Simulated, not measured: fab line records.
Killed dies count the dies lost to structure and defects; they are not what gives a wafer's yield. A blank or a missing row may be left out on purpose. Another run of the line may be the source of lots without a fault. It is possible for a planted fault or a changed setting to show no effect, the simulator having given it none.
Split-lot study || flow sky130 || route with 708 steps; 5 lots, 23 wafers read

## ON THE SPLIT
At SKY_GATE_OXIDE_OXIDATION_01 (stabilise 600 s, purge 300 s, target thk 10.268 nm), the setting ox-time-s was moved away from the recipe's 1473 s on 10 of the 23 wafers read, by -7.6% to +9.9%. The other wafers ran this setting at the recipe's value.

Split to reading: the file shows no intervening step.

## THE READING
GATE_OXIDE_OXIDATION_00_THK (nm), taken at SKY_GATE_OXIDE_THK_MEAS_02. A value of 10.29 nm with a standard deviation of 0.2 nm is what fault-free wafers of this fab line usually give.

{"wafer": "L074.1", "tool, chamber at the split": "-, -", "ox-time-s as run, s": 1361, "against the recipe": "-7.6%", "GATE_OXIDE_OXIDATION_00_THK, nm": 9.88, "against lot-mates on the recipe": "no lot-mate on the recipe"}
{"wafer": "L074.2", "tool, chamber at the split": "-, -", "ox-time-s as run, s": 1361, "against the recipe": "-7.6%", "GATE_OXIDE_OXIDATION_00_THK, nm": 9.79, "against lot-mates on the recipe": "no lot-mate on the recipe"}
{"wafer": "L074.3", "tool, chamber at the split": "-, -", "ox-time-s as run, s": 1361, "against the recipe": "-7.6%", "GATE_OXIDE_OXIDATION_00_THK, nm": 9.91, "against lot-mates on the recipe": "no lot-mate on the recipe"}
{"wafer": "L074.4", "tool, chamber at the split": "-, -", "ox-time-s as run, s": 1361, "against the recipe": "-7.6%", "GATE_OXIDE_OXIDATION_00_THK, nm": 9.84, "against lot-mates on the recipe": "no lot-mate on the recipe"}
{"wafer": "L074.5", "tool, chamber at the split": "-, -", "ox-time-s as run, s": 1361, "against the recipe": "-7.6%", "GATE_OXIDE_OXIDATION_00_THK, nm": 9.84, "against lot-mates on the recipe": "no lot-mate on the recipe"}
{"wafer": "L075.1", "tool, chamber at the split": "furnace-02, 0", "ox-time-s as run, s": 1473, "against the recipe": "recipe", "GATE_OXIDE_OXIDATION_00_THK, nm": 10.26, "against lot-mates on the recipe": "-"}
{"wafer": "L075.4", "tool, chamber at the split": "furnace-02, 0", "ox-time-s as run, s": 1473, "against the recipe": "recipe", "GATE_OXIDE_OXIDATION_00_THK, nm": 10.14, "against lot-mates on the recipe": "-"}
{"wafer": "L075.5", "tool, chamber at the split": "furnace-02, 0", "ox-time-s as run, s": 1473, "against the recipe": "recipe", "GATE_OXIDE_OXIDATION_00_THK, nm": 10.07, "against lot-mates on the recipe": "-"}
{"wafer": "L077.1", "tool, chamber at the split": "-, -", "ox-time-s as run, s": 1473, "against the recipe": "recipe", "GATE_OXIDE_OXIDATION_00_THK, nm": 10.56, "against lot-mates on the recipe": "-"}
{"wafer": "L077.2", "tool, chamber at the split": "-, -", "ox-time-s as run, s": 1473, "against the recipe": "recipe", "GATE_OXIDE_OXIDATION_00_THK, nm": 10.52, "against lot-mates on the recipe": "-"}
{"wafer": "L077.4", "tool, chamber at the split": "-, -", "ox-time-s as run, s": 1473, "against the recipe": "recipe", "GATE_OXIDE_OXIDATION_00_THK, nm": 10.76, "against lot-mates on the recipe": "-"}
{"wafer": "L077.5", "tool, chamber at the split": "-, -", "ox-time-s as run, s": 1473, "against the recipe": "recipe", "GATE_OXIDE_OXIDATION_00_THK, nm": 10.66, "against lot-mates on the recipe": "-"}
{"wafer": "L077.6", "tool, chamber at the split": "-, -", "ox-time-s as run, s": 1473, "against the recipe": "recipe", "GATE_OXIDE_OXIDATION_00_THK, nm": 10.57, "against lot-mates on the recipe": "-"}
{"wafer": "L080.2", "tool, chamber at the split": "-, -", "ox-time-s as run, s": 1619, "against the recipe": "+9.9%", "GATE_OXIDE_OXIDATION_00_THK, nm": 11.24, "against lot-mates on the recipe": "no lot-mate on the recipe"}
{"wafer": "L080.3", "tool, chamber at the split": "-, -", "ox-time-s as run, s": 1619, "against the recipe": "+9.9%", "GATE_OXIDE_OXIDATION_00_THK, nm": 11.12, "against lot-mates on the recipe": "no lot-mate on the recipe"}
{"wafer": "L080.4", "tool, chamber at the split": "-, -", "ox-time-s as run, s": 1619, "against the recipe": "+9.9%", "GATE_OXIDE_OXIDATION_00_THK, nm": 11.19, "against lot-mates on the recipe": "no lot-mate on the recipe"}
{"wafer": "L080.5", "tool, chamber at the split": "-, -", "ox-time-s as run, s": 1619, "against the recipe": "+9.9%", "GATE_OXIDE_OXIDATION_00_THK, nm": 11.23, "against lot-mates on the recipe": "no lot-mate on the recipe"}
{"wafer": "L080.6", "tool, chamber at the split": "-, -", "ox-time-s as run, s": 1619, "against the recipe": "+9.9%", "GATE_OXIDE_OXIDATION_00_THK, nm": 11.26, "against lot-mates on the recipe": "no lot-mate on the recipe"}
{"wafer": "L084.1", "tool, chamber at the split": "-, -", "ox-time-s as run, s": 1473, "against the recipe": "recipe", "GATE_OXIDE_OXIDATION_00_THK, nm": 10.43, "against lot-mates on the recipe": "-"}
{"wafer": "L084.2", "tool, chamber at the split": "-, -", "ox-time-s as run, s": 1473, "against the recipe": "recipe", "GATE_OXIDE_OXIDATION_00_THK, nm": 10.42, "against lot-mates on the recipe": "-"}
{"wafer": "L084.3", "tool, chamber at the split": "-, -", "ox-time-s as run, s": 1473, "against the recipe": "recipe", "GATE_OXIDE_OXIDATION_00_THK, nm": 10.41, "against lot-mates on the recipe": "-"}
{"wafer": "L084.5", "tool, chamber at the split": "-, -", "ox-time-s as run, s": 1473, "against the recipe": "recipe", "GATE_OXIDE_OXIDATION_00_THK, nm": 10.51, "against lot-mates on the recipe": "-"}
{"wafer": "L084.6", "tool, chamber at the split": "-, -", "ox-time-s as run, s": 1473, "against the recipe": "recipe", "GATE_OXIDE_OXIDATION_00_THK, nm": 10.45, "against lot-mates on the recipe": "-"}

THE FIT
A straight line over all 23 wafers: GATE_OXIDE_OXIDATION_00_THK changes by +0.0774 nm for each +1% of ox-time-s; r = +0.95; the points scatter about the line by 0.15 nm.
Too few moved wafers with a lot-mate on the recipe to fit a line net of each lot's own level.

## THE WHOLE CHAIN: every reading that the file lists as answering this split, in the file's order
{"step": "SKY_GATE_OXIDE_OXIDATION_01", "what it does": "stabilise 600 s, purge 300 s, target thk 10.268 nm", "reading": "SiO2_of_GATE_OXIDE_OXIDATION_01.thk-nm (the simulator's own value, which no gauge read)", "change (the file's fit)": "+0.079 nm for each +1% of the setting", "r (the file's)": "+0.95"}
{"step": "SKY_GATE_OXIDE_THK_MEAS_02", "what it does": "", "reading": "GATE_OXIDE_OXIDATION_00_THK", "change (the file's fit)": "+0.0774 for each +1% of the setting", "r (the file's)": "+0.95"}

## FILE'S OWN FIT
GATE_OXIDE_OXIDATION_00_THK changes by +0.0774 nm for each +1% of ox-time-s, r = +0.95.
